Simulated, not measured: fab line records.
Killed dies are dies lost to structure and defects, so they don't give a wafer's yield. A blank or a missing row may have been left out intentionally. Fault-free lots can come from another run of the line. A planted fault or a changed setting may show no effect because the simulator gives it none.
Matching of chambers -- flow sky130 -- SKY_VIA3_ETCH_15 on rie diel-04: 4 sister chambers
The step etches SiO2 in C4F8/O2/Ar, stops on TiN, target depth 507 nm, time 78 s. 4 wafers are shown with their chamber, then 9 later ones without.

== WAFERS WITH THEIR CHAMBER ==
wafer,chamber,oes product au (a.u.)
L084.2,3,0.947
L084.3,2,0.947
L084.5,1,0.952
L084.6,0,0.941

== WAFERS WITH NO CHAMBER GIVEN ==
wafer,oes product au (a.u.)
L087.2,0.944
L087.5,0.950
L087.6,0.944
L094.1,0.942
L094.5,0.944
L094.6,0.944
L095.1,0.947
L095.2,0.935
L095.4,0.939

== WHICH CHAMBER EACH WENT THROUGH ==
wafer,from the rows above,in truth
L087.2,can't be placed: 0 or 2 or 3 or 1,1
L087.5,can't be placed: 1 or 2 or 3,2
L087.6,can't be placed: 0 or 2 or 3 or 1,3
L094.1,can't be placed: 0 or 2 or 3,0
L094.5,can't be placed: 0 or 2 or 3 or 1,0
L094.6,can't be placed: 0 or 2 or 3 or 1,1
L095.1,can't be placed: 2 or 3 or 1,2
L095.2,0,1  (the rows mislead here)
L095.4,0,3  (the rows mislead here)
0 of 9 placed correctly. Can't be placed from these rows: 7 (the true chamber is among the candidates in 7). 2 placed wrongly.
How it was worked out, from the rows above alone: a wafer's distance from a chamber is the root of the sum, over the readings, of the square of ((its reading less the chamber's mean) divided by the reading's scatter). The wafer belongs to the nearest chamber; if the next one is less than 2 further off, it can't be placed. A chamber's mean is the mean of its shown wafers. The scatter: with one shown wafer a chamber, the root of the mean of the squares of how far each hidden wafer lies from its nearest shown one.
